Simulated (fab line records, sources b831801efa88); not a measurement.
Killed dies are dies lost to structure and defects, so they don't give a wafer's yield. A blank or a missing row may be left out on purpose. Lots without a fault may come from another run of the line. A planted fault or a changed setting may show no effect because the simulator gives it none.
fab line records | flow gf180mcu
record lots=6 wafers=18 last_day=33
route steps=602 shown MIM@524 M5@526
lots that met no fault: from a run of the same line without faults
start_h: hours from the record's first day to the start of the lot's first wafer shown | wait_h: hours since the lot's step before | " the same as in the row above | L1.1+2: a row that stands for several wafers | - no value, or no start given | * or withheld: withheld | < > ~ a bound
route shown NAME@n: a module of which the file shows steps, and the number in the route of the first | usual: mean/standard deviation of fault-free wafers | same: alike in all rows | chamber/n: place in a boat | sites: the reading at each site | _std_site: their standard deviation | _edge_site: outer sites' mean less inner sites' | radius_mm: how far each site lies from the wafer's centre | mask NAME#n: copy n | behind: the tool/chamber that last shaped the wafer | hold: why the lot was held/for how many hours/how that ended | device: the transistor (n, p or np) that didn't switch | end of line: the same wafers' tests at the end of the route | a step without rows: its recipe alone | killed: dies lost to structure and defects at the first sort, not the wafer's yield | map: a wafer's dies, x killed, . not, _ none there
set.NAME: the setting as run; set.NAME@STEP: as run at that earlier step | model.NAME: the simulator's own value behind a step, which no gauge read
lots at some steps of the route; a table a step, a row a wafer
services: from which hour (start_h, from the record's first day; less than 0 if before it) a tool's chamber was out of use, for how many hours, and why
## steps
# step GF_MIM_STRIP_21
# recipe chemistry=post_etch_residue_remover time_s=1200 temp_c=72.5
# step GF_MIM_CLEAN_22
# recipe chemistry=DIW dry=n2_spin
# step GF_M5_DEHYDRATE_00
# recipe temp_c=200 time_s=60
# step GF_M5_HMDS_01
# recipe prime_time_s=60 prime_temp_c=120
# step GF_M5_COAT_02
# recipe resist=KrF spin_rpm=withheld resist_thk_nm=1000
# step GF_M5_SOFTBAKE_03
# recipe temp_c=130 time_s=60 resist=KrF
# step GF_M5_EXPOSE_04
# recipe mask_id=Metal5 target_cd_nm=280 na=0.68 source_shape=conventional sigma_outer=0.6 dose_mj=28
# step GF_M5_PEB_05
# recipe peb_temp_c=135 peb_time_s=90 resist=KrF
# step GF_M5_DEVELOP_06
# recipe develop_time_s=60 dev_temp_c=21
# step GF_M5_CD_MEAS_07
# recipe target_cd_nm=280
# usual cd_nm=279.8/1.4
# columns lot.wafer tool chamber start_h wait_h cd_nm
L468.1 cd_sem-02 - 635.63 0.1 279.5
L468.3 " - " " 278.1
L468.6 " - " " 277.8
L470.1 cd_sem-01 - 654.66 0.1 278.5
L470.3 " - " " 279.5
L470.4 " - " " 278.1
L473.3 cd_sem-01 - 676.05 0.1 281.0
L473.5 " - " " 281.9
L473.6 " - " " 282.2
L475.1 cd_sem-02 - 687.89 0.1 279.9
L475.2 " - " " 279.6
L475.5 " - " " 280.5
L481.3 cd_sem-02 - 729.00 0.1 278.4
L481.4 " - " " 279.5
L481.6 " - " " 279.0
L482.1 cd_sem-02 - 734.51 0.1 280.0
L482.5 " - " " 279.0
L482.6 " - " " 279.5
# step GF_M5_OVL_MEAS_08
# usual M5_OVL=2/5.3
# columns lot.wafer tool chamber start_h wait_h M5_OVL[nm]
L468.1 overlay-01 - 635.75 0.1 -5
L468.3 " - " " 0
L468.6 " - " " -5
L470.1 overlay-01 - 654.78 0.1 3
L470.3 " - " " 0
L470.4 " - " " 6
L473.3 overlay-02 - 676.14 0.1 1
L473.5 " - " " 0
L473.6 " - " " 0
L475.1 overlay-02 - 688.01 0.1 2
L475.2 " - " " 8
L475.5 " - " " 5
L481.3 overlay-02 - 729.09 0.1 14
L481.4 " - " " 11
L481.6 " - " " 5
L482.1 overlay-02 - 734.63 0.1 -1
L482.5 " - " " 2
L482.6 " - " " 8
# step GF_M5_ETCH_09
# recipe chemistry=CF4/O2 target=Si3N4 target_depth_nm=52 source_w=800 bias_w=150 pressure_mtorr=150 cf4_flow_sccm=80 O2_flow_sccm=10 time_s=11.6
# usual drypump_motor_current_A=5.8/0.54 oes_product_au=1.004/0.011 throttle_valve_pct=5.972/0.0092
# columns lot.wafer tool chamber start_h wait_h drypump_motor_current_A oes_product_au rf_hours_counter_h throttle_valve_pct
L468.1 rie_diel-01 2 635.78 0.0 5.0 1.007 36 5.976
L468.3 " 3 " " 5.9 1.015 51 5.961
L468.6 " 2 " " 5.0 1.012 - 5.975
L470.1 rie_diel-03 1 654.81 0.0 4.9 1.010 18 5.967
L470.3 " 2 " " 5.8 1.008 0 5.981
L470.4 " 0 " " 6.4 0.980 22 5.962
L473.3 rie_diel-01 0 676.16 0.0 6.2 1.012 21 5.983
L473.5 " 0 " " 6.2 1.004 - 5.976
L473.6 " 3 " " 5.9 1.007 - 5.960
L475.1 rie_diel-01 0 688.05 0.0 6.1 1.018 22 5.981
L475.2 " 3 " " 5.9 1.012 53 5.966
L475.5 " 3 " " 5.9 1.004 - 5.975
L481.3 rie_diel-01 0 729.11 0.0 6.2 1.022 23 5.969
L481.4 " 1 " " 6.3 1.000 3 5.963
L481.6 " 3 " " 5.9 1.013 - 5.975
L482.1 rie_diel-03 0 734.66 0.0 6.4 0.994 26 5.974
L482.5 " 2 " " 5.8 1.019 - 5.986
L482.6 " 1 " " 4.9 0.995 - 5.955
# step GF_M5_METAL_ETCH_10
# recipe chemistry=Cl2/BCl3 mask_material=KrF target_depth_nm=750.8 stop_on=SiO2 pressure_mtorr=8 icp_w=800 bias_w=140 Cl2_flow_sccm=80 bcl3_flow_sccm=40 time_s=125.1
# usual drypump_motor_current_A=5.8/0.41 oes_product_au=0.993/0.0061 throttle_valve_pct=28.227/0.01
# columns lot.wafer tool chamber start_h wait_h drypump_motor_current_A oes_product_au rf_hours_counter_h throttle_valve_pct model.KrF_of_M5_COAT_02.thk_nm
L468.1 rie_metal-04 0 635.81 0.0 5.8 0.985 13 28.245 655.6
L468.3 " 1 " " 6.2 0.994 - 28.235 650.5
L468.6 " 1 " " 6.2 0.986 - 28.234 646.3
L470.1 rie_metal-01 1 654.84 0.0 6.3 0.983 7 28.239 658.3
L470.3 " 1 " " 6.3 0.987 - 28.240 654
L470.4 " 0 " " 5.0 1.001 - 28.219 640.6
L473.3 rie_metal-01 0 676.23 0.1 5.0 0.741 - 28.504 766.9
L473.5 " 1 " " 6.3 0.988 - 28.220 649.2
L473.6 " 0 " " 5.0 0.740 - 28.499 770
L475.1 rie_metal-01 1 688.07 0.0 6.3 0.999 8 28.214 646
L475.2 " 0 " " 5.1 0.735 8 28.501 771.7
L475.5 " 0 " " 5.1 1.001 - 28.221 641.8
L481.3 rie_metal-04 1 729.18 0.1 6.2 0.995 - 28.232 643.8
L481.4 " 0 " " 5.8 0.983 - 28.228 652.4
L481.6 " 1 " " 6.2 0.990 - 28.246 644.7
L482.1 rie_metal-02 1 734.69 0.0 5.7 0.990 6 28.231 641.5
L482.5 " 0 " " 6.0 0.991 - 28.233 648.8
L482.6 " 1 " " 5.7 0.997 - 28.216 640.7
# step GF_M5_STRIP_11
# recipe chemistry=O2/N2 power_w=1400 pressure_mtorr=1500 platen_temp_c=250 o2_flow_sccm=3000 n2_flow_sccm=300 overash_fraction=0.5
# usual drypump_motor_current_A=5.8/0.4 heater_power_w=364/48 oes_product_au=0.521/0.0053 strip_time_to_endpoint_s=6.99/0.058
# columns lot.wafer tool chamber start_h wait_h drypump_motor_current_A heater_power_w oes_product_au rf_hours_counter_h strip_time_to_endpoint_s
L468.1 plasma_asher-01 1 635.93 0.1 5.8 338 0.523 57 7.09
L468.3 " 0 " " 6.2 413 0.526 - 7.06
L468.6 " 0 " " 6.2 421 0.511 - 7.00
L470.1 plasma_asher-02 0 654.97 0.1 5.1 311 0.522 76 7.13
L470.3 " 1 " " 5.2 411 0.521 - 7.08
L470.4 " 0 " " 5.1 316 0.522 - 6.95
L473.3 plasma_asher-04 1 676.35 0.1 6.2 318 0.573 - 8.19
L473.5 " 1 " " 6.2 307 0.515 - 7.03
L473.6 " 0 " " 5.8 403 0.567 - 8.22
L475.1 plasma_asher-04 0 688.20 0.1 5.9 415 0.523 24 7.00
L475.2 " 1 " " 6.1 315 0.580 24 8.23
L475.5 " 1 " " 6.2 306 0.514 - 6.96
L481.3 plasma_asher-01 0 729.30 0.1 6.2 421 0.525 - 6.99
L481.4 " 1 " " 5.7 332 0.521 - 7.08
L481.6 " 0 " " 6.2 416 0.517 - 6.99
L482.1 plasma_asher-04 0 734.82 0.1 5.9 408 0.521 31 6.97
L482.5 " 1 " " 6.2 312 0.524 - 7.04
L482.6 " 0 " " 5.9 398 0.517 - 6.94
# step GF_M5_STRIP_12
# recipe chemistry=post_etch_residue_remover time_s=1200 temp_c=72.5
## services
# columns tool chamber start_h hours kind
plasma_asher-02 - 612.92 2.3 repair
rie_diel-03 2 617.89 - clean
rie_diel-03 2 617.89 24.6 scheduled_down
rie_diel-03 2 617.89 24.6 vent_cycle
rie_diel-01 1 632.19 - clean
rie_diel-01 1 632.19 27.4 scheduled_down
rie_diel-01 1 632.19 27.4 vent_cycle
plasma_asher-04 - 660.61 9.1 repair
plasma_asher-01 - 669.50 46.9 repair
plasma_asher-04 - 679.69 0.5 repair
rie_metal-01 1 688.28 6.8 repair
rie_metal-04 0 705.53 - clean
rie_metal-04 0 705.53 12.4 scheduled_down
rie_metal-04 0 705.53 12.4 vent_cycle
plasma_asher-02 - 717.12 2.8 pm
rie_diel-01 - 732.85 0.6 repair
## key
first_sign step=GF_M5_METAL_ETCH_10 reading=oes_product_au direction=down sigmas=42 usual=0.993 struck=0.738
effect step=GF_M5_METAL_ETCH_10 reading=throttle_valve_pct direction=up sigmas=27 usual=28.227 struck=28.502
effect step=GF_M5_STRIP_11 reading=strip_time_to_endpoint_s direction=up sigmas=21 usual=* struck=*
model_effect step=GF_M5_METAL_ETCH_10 value=KrF_of_M5_COAT_02.thk_nm without=637.2 struck=769.5
met_at GF_M5_METAL_ETCH_10
struck_wafers L473.3,L473.6,L475.2
later_rows_left_out L473.3,L473.6,L475.2
sort_left_out L473.3,L473.6,L475.2
onset_between 654.84 676.23
fault kind=process_parameter_drift tool=rie_metal-01 chamber=- onset_h=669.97 steps=GF_M5_METAL_ETCH_10 channel=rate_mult offset=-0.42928 shape=step end_h=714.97 scope=struck_wafers_only
# sort_left_out: the simulated sort isn't trusted on such a fault, so these wafers' sort isn't shown, and their yield isn't known
# later_rows_left_out: the simulator's readings of these wafers behind a module that went badly wrong aren't trusted and aren't shown, but for the sort
